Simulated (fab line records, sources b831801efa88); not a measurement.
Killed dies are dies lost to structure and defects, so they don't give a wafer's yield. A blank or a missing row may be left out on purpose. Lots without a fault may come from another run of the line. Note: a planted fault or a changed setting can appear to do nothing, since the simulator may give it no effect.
Which tool did it?    flow gf180mcu    18 wafers from 6 lots sampled at 3 of the route's 602 steps

== WHAT EACH GAUGE READ, for each wafer ==
GF_V5_CD_MEAS_14: target cd 260 nm.
lot   measured      on         cd_nm (nm)
L622  day 27 16:52  cd_sem-01  259.9 258.9 258.6
L627  day 28 23:53  cd_sem-02  261.2 260.2 260.8
L631  day 30 04:43  cd_sem-01  260.8 260.7 261.1
L633  day 30 19:21  cd_sem-02  259.7 260.5 261.0
L640  day 32 17:41  cd_sem-02  259.3 259.1 259.4
L642  day 33 02:46  cd_sem-02  260.0 259.8 258.8

== WHICH TOOL RAN EACH LOT (tool, then ch and the chambers of the sampled wafers, then the start) ==
lot   GF_V4_ETCH_17                                  GF_V5_EXPOSE_11
L622  rie_diel-03 ch 0,1,2, day 27 06:49 or earlier  krf_scanner-01 ch 0, day 27 06:49
L627  rie_diel-03 ch 0,1, day 28 14:26 or earlier    krf_scanner-02 ch 0, day 28 14:26
L631  rie_diel-02 ch 0,1,2, day 29 19:18 or earlier  krf_scanner-01 ch 0, day 29 19:18
L633  rie_diel-02 ch 0,1,2, day 30 10:26 or earlier  krf_scanner-01 ch 0, day 30 10:26
L640  rie_diel-01 ch 1,3, day 32 09:50 or earlier    krf_scanner-01 ch 0, day 32 09:50
L642  rie_diel-02 ch 0,3, day 32 19:32 or earlier    krf_scanner-01 ch 0, day 32 19:32
- GF_V4_ETCH_17: etches SiO2 in C4F8/O2/Ar, stops on TiN, target depth 630 nm.
- GF_V5_EXPOSE_11: exposes mask Via5, target cd 260 nm.

== THE ANSWER, worked out from the rows above alone ==
Rule: the lots themselves supply what counts as usual. The widest of any qualifying gaps counts: lots, ordered by their means at a reading, are off when they make up no more than a third of the lots, leave a main group of 4 or more, and stand apart from it by 3 or more times the standard deviation of that group's means. A main group is skipped when, at the precision printed for the reading in the tables above, its means are all equal. Also off: a lot with no number at a reading for which 4 or more lots have one. Any other lot the step has rows for is counted as sound.
No lot is off on any of the readings shown, so nothing can be concluded from this.

== WHAT THE SIMULATOR PUT IN ==
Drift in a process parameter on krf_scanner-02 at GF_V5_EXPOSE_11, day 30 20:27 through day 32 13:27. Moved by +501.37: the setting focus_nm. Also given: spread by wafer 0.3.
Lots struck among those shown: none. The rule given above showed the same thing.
